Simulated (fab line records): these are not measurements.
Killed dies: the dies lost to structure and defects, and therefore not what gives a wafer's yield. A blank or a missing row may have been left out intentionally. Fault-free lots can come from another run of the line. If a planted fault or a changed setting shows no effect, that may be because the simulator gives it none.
A lot that was struck, set against a sound lot	flow gf180mcu	14 steps out of a route of 602
Sound: wafers L780.2, L780.4, L780.5. Wafers L777.3, L777.5, L777.6 were the ones struck. Last of all comes the cause.
At each step with rows: each side's tool, then ch and its chambers, then its first start. Under that, the readings that differ: sound wafers	struck wafers	difference of the means	sigmas: that difference in standard deviations of wafers without a fault.
alike: a reading whose means differ by less than 2 such deviations, as well as words and numbers matching on both sides. not compared: withheld readings; readings where some wafer has no value; bounds like >300 that might hide an equal value; numbers whose values overlap and for which the record gives no deviation.
Wherever a step has rows on one side only, a row that says differs or no value, or a row with sigmas, the two part there. When numbers do not overlap yet have no deviation, they are printed without sigmas and do not part them. A reading that every wafer of one side lacks parts them only if that side has two wafers or more.

GF_NSD_CD_MEAS_07 targets a cd of 400 nm.
  sound on cd_sem-02, day 20 14:44; struck on cd_sem-02, day 19 15:56
reading	sound	struck	difference	sigmas
cd_nm (nm)	404.5 403.7 403.9	394.1 396.4 396.0	-8.5	-3
GF_NSD_OVL_MEAS_08:
  sound on overlay-02, day 20 14:50; struck on overlay-02, day 19 16:01
  alike: NSD_OVL
then, 2 steps without rows for these wafers: GF_NSD_IMPLANT_09; GF_NSD_IMPLANT_10.
GF_NSD_STRIP_11: strips in O2/N2.
  sound on plasma_asher-04 ch 0, day 20 15:10; struck on plasma_asher-01 ch 0,1, day 19 16:23
  alike: drypump_motor_current_A, heater_power_w, oes_product_au, strip_time_to_endpoint_s
  not compared: rf_hours_counter_h
GF_NSD_TW_MEAS_12:
  sound on film_metro-04, day 20 15:16; struck on film_metro-02, day 19 16:28
  alike: NSD_TW
then, 6 steps without rows for these wafers: GF_PSD_DEHYDRATE_00 (time 60 s); GF_PSD_HMDS_01 (prime time 60 s); GF_PSD_COAT_02 (resist thk 1000 nm); GF_PSD_SOFTBAKE_03 (time 60 s); GF_PSD_EXPOSE_04 (exposes mask Pplus, target cd 400 nm); GF_PSD_PEB_05.
GF_PSD_DEVELOP_06: develop time 60 s.
  sound on litho_track-02 ch 0, day 21 13:50; struck on litho_track-02, day 20 15:49
  no value came back on the struck wafers for chill_plate_temp_C (C), develop_time_s (s); on the sound wafers chill_plate_temp_C (C) reads 23.08 23.13 23.26
GF_PSD_CD_MEAS_07 targets a cd of 400 nm.
  sound on cd_sem-01, day 21 13:59; struck on cd_sem-02, day 20 15:57
reading	sound	struck	difference	sigmas
cd_nm (nm)	395.4 395.6 398.7	- - -	no value on the struck wafers	

WHERE THEY PART
At GF_NSD_CD_MEAS_07 first; at GF_PSD_CD_MEAS_07 last (within this record only).

WHY: what the simulator had put in
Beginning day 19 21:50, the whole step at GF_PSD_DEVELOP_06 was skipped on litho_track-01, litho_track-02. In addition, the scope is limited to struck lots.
